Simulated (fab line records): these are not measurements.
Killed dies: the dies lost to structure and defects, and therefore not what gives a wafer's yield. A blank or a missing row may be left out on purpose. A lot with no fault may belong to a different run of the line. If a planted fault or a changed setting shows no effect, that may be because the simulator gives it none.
A struck lot beside a sound one / flow gf180mcu / 15 steps out of a route of 602
Sound: wafers L775.2, L775.3, L775.4. Wafers struck: L781.1, L781.2, L781.6. The cause is named last.
At each step with rows: each side's tool, then ch and its chambers, then its first start. Under that, the readings that differ: sound wafers / struck wafers / difference of the means / sigmas: that difference in standard deviations of wafers without a fault.
alike: same words and numbers on both sides, and readings whose means sit less than 2 such deviations apart. not compared: any withheld reading, any reading some wafer has no value for, any bound like >300 that may hide the same value, and any number with overlapping values for which the record gives no deviation.
A row with sigmas, a row that says differs or no value, or rows on one side alone: a step with any of these is where the two part. Numbers that don't overlap but have no deviation are shown without sigmas and don't part them. Lack of a reading on every wafer of one side parts them only where that side has two or more wafers.

first, 5 steps without rows for these wafers: GF_V1_ETCH_16 (etches BARC in N2/H2); GF_V1_ETCH_17 (etches SiO2 in C4F8/O2/Ar, stops on TiN, target depth 630 nm); GF_V1_STRIP_18 (strips in O2/N2); GF_V1_STRIP_19 (strips in post etch residue remover, time 1200 s); GF_V1_CLEAN_20 (cleans in DIW).
GF_V1_SPUTTER_21: material Ti, target thk 15 nm, time 80.02 s.
  sound on pvd sputter-03 at day 20 01:53; struck on pvd sputter-04 at day 22 01:48
  alike: throttle valve pct
GF_V1_SPUTTER_22: material TiN, target thk 10 nm, time 40 s.
  sound on pvd sputter-03 at day 20 01:57; struck on pvd sputter-04 at day 22 01:52
  alike: throttle valve pct
then, 1 step without rows for these wafers: GF_V1_CVD_23 (deposits W, target thk 350 nm, time 105.05 s).
GF_V1_RS_MEAS_24: measurement is done with a four-point probe.
  sound on film metro-01 at day 20 02:07; struck on film metro-03 at day 22 02:01
  alike: V1_W_RS
GF_V1_THK_MEAS_25: measures by xrf.
  sound on film metro-01 at day 20 02:14; struck on film metro-03 at day 22 02:08
  alike: V1_W_THK
GF_V1_CMP_26: polishes, stops on SiO2, t overpolish 15 s, target thk 0 nm.
  sound on cmp-02 ch 0,2,3, day 20 02:20; struck on cmp-01 ch 0,1,3, day 22 02:14
  alike: motor current A, overpolish run s, slurry flow ml min, time to endpoint s
GF_M2_SPUTTER_00: material Ti, target thk 37.5 nm, time 150 s.
  sound on pvd sputter-04 at day 20 02:35; struck on pvd sputter-04 at day 22 02:29
  alike: throttle valve pct
GF_M2_SPUTTER_01: material TiN, target thk 30 nm, time 25 s.
  sound on pvd sputter-04 at day 20 02:41; struck on pvd sputter-04 at day 22 02:35
reading=model.TiN_of_M2_SPUTTER_01.thk nm (nm); sound=30.27 30.13 30.05; struck=26.92 26.69 26.57; difference=-3.42; sigmas=
  alike: throttle valve pct
GF_M2_SPUTTER_02: material AlCu, target thk 450 nm, time 23.9 s.
  sound on pvd sputter-04 at day 20 02:43; struck on pvd sputter-04 at day 22 02:37
  alike: throttle valve pct
-- the record jumps here: 10 days lie between the struck wafers' starts before and after (it left off in module M2 and takes up again in module PASSIVATION, whose first step shown is number 602 of the route) --
GF_PASSIVATION_PROBE_99:
  only the struck wafers here have rows in the record (prober-02, day 32 02:59); the sound ones have none

## WHERE THEY PART
At GF_PASSIVATION_PROBE_99 and nowhere else, as far as this record goes.

WHY: the cause the simulator had injected
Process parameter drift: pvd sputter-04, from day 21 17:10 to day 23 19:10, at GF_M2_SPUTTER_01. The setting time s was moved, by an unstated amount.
